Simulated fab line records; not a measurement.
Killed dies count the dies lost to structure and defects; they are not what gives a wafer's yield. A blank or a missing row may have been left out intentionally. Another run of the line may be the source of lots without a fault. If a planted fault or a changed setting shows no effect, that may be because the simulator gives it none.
A struck lot beside a sound one :: flow sky130 :: 22 out of 708 route steps
Sound: the wafers L537.2, L537.3, L537.4. The struck wafers were L547.1, L547.2, L547.4. At the end, the cause is stated.
Order at every step that has rows: each side's tool, ch and its chambers, its first start. Under that, the readings that differ: sound wafers :: struck wafers :: difference of the means :: sigmas: that difference in standard deviations of wafers without a fault.
alike: same words and numbers on both sides, and readings whose means sit less than 2 such deviations apart. not compared: any withheld reading, any reading some wafer has no value for, any bound like >300 that may hide the same value, and any number with overlapping values for which the record gives no deviation.
Wherever a step has rows on one side only, a row that says differs or no value, or a row with sigmas, the two part there. When numbers do not overlap yet have no deviation, they are printed without sigmas and do not part them. Lack of a reading on every wafer of one side parts them only where that side has two or more wafers.

SKY_METAL4_SPUTTER_00: material Ti, target thk 15 nm, time 10 s.
  sound on pvd-sputter-03 at day 40 06:46; struck on pvd-sputter-01 at day 43 10:24
  alike: chamber-pressure-pa, throttle-valve-pct
then, 1 step without rows for these wafers: SKY_METAL4_SPUTTER_01 (material TiN, target thk 20 nm, time 16.7 s).
SKY_METAL4_SPUTTER_02: material AlCu, target thk 735 nm, time 39.1 s.
  sound on pvd-sputter-03 at day 40 06:49; struck on pvd-sputter-01 at day 43 10:27
  alike: chamber-pressure-pa, throttle-valve-pct
SKY_METAL4_SPUTTER_03: material Ti, target thk 5 nm, time 3.3 s.
  sound on pvd-sputter-03 at day 40 06:51; struck on pvd-sputter-01 at day 43 10:29
  alike: chamber-pressure-pa, throttle-valve-pct
then, 1 step without rows for these wafers: SKY_METAL4_SPUTTER_04 (material TiN, target thk 70 nm, time 58.3 s).
SKY_CAP2M_CVD_00: deposits SiO2, target thk 15.5 nm.
  sound on pecvd-02 ch 0,2, day 40 06:55; struck on pecvd-01 ch 1,2, day 43 10:33
reading: heater-power-w (W)
sound: 854 752 888
struck: 546 602 539
difference: -269
sigmas: -3
SKY_CAP2M_THK_MEAS_01:
  sound on film-metro-04 at day 40 06:57; struck on film-metro-03 at day 43 10:34
  alike: CAP2M_CVD_00_THK
SKY_CAP2M_SPUTTER_02: material TiN, target thk 200 nm, time 166.7 s.
  sound on pvd-sputter-01 at day 40 07:00; struck on pvd-sputter-04 at day 43 10:38
  alike: chamber-pressure-pa, throttle-valve-pct
SKY_CAP2M_RS_MEAS_03: measures by four-point-probe.
  sound on film-metro-03 at day 40 07:08; struck on film-metro-04 at day 43 10:44
  alike: CAP2M_TIN_RS
SKY_CAP2M_THK_MEAS_04: measures by xrf.
  sound on film-metro-03 at day 40 07:14; struck on film-metro-04 at day 43 10:52
  alike: CAP2M_TIN_THK
then, 2 steps without rows for these wafers: SKY_CAP2M_DEHYDRATE_05 (time 60 s); SKY_CAP2M_HMDS_06 (prime time 60 s).
SKY_CAP2M_COAT_07: resist thk 1140 nm.
  sound on litho-track-03 ch 0, day 40 18:26; struck on litho-track-03 ch 0, day 43 21:24
reading: spin-speed-rpm (rpm)
sound: 2996.6 2996.6 2999.9
struck: 2712.8 2711.9 2712.5
difference: -285.3
sigmas: -99 or more

reading: model.NOVOLAK_of_CAP2M_COAT_07.thk-nm (nm)
sound: 1141 1141 1138
struck: 1199 1200 1198
difference: +59
sigmas: 
then, 4 steps without rows for these wafers: SKY_CAP2M_SOFTBAKE_08 (time 60 s); SKY_CAP2M_EXPOSE_09 (exposes mask CAP2M, target cd 1000 nm); SKY_CAP2M_PEB_10; SKY_CAP2M_DEVELOP_11 (develop time 60 s).
SKY_CAP2M_OVL_MEAS_12:
  sound on overlay-02 at day 41 06:18; struck on overlay-02 at day 44 08:51
  alike: CAP2M_OVL
SKY_CAP2M_METAL_ETCH_13: etches TiN in Cl2/BCl3, stops on SiO2, target depth 220 nm, time 62.9 s.
  sound on rie-metal-02 ch 0,1, day 41 06:20; struck on rie-metal-04 ch 0, day 44 08:53
reading: model.NOVOLAK_of_CAP2M_COAT_07.thk-nm (nm)
sound: 991.1 990.7 988.3
struck: 1053 1053 1052
difference: +63
sigmas: 

reading: model.CAP2M.cd-nm (nm)
sound: 998.2 999.6 1001
struck: 1004 1006 1005
difference: +5
sigmas: 
  alike: drypump-motor-current-A, mfc-cl2-sccm, oes-product-au, throttle-valve-pct
  not compared: rf-hours-counter-h
SKY_CAP2M_STRIP_14: strips in O2/N2.
  sound on plasma-asher-04 ch 0,1, day 41 06:25; struck on plasma-asher-03 ch 0,1, day 44 09:02
reading: strip-time-to-endpoint-s (s)
sound: 12.62 12.63 12.60
struck: 13.27 13.26 13.24
difference: +0.64
sigmas: +12
  alike: drypump-motor-current-A, oes-product-au
  not compared: rf-hours-counter-h
then, 2 steps without rows for these wafers: SKY_CAP2M_STRIP_15 (strips in post etch residue remover, time 1200 s); SKY_PAD_OPEN_PROBE_99.

## WHERE THEY PART
Last at SKY_CAP2M_STRIP_14 as far as this record goes, first at SKY_CAP2M_CVD_00.

WHY: the cause the simulator had injected
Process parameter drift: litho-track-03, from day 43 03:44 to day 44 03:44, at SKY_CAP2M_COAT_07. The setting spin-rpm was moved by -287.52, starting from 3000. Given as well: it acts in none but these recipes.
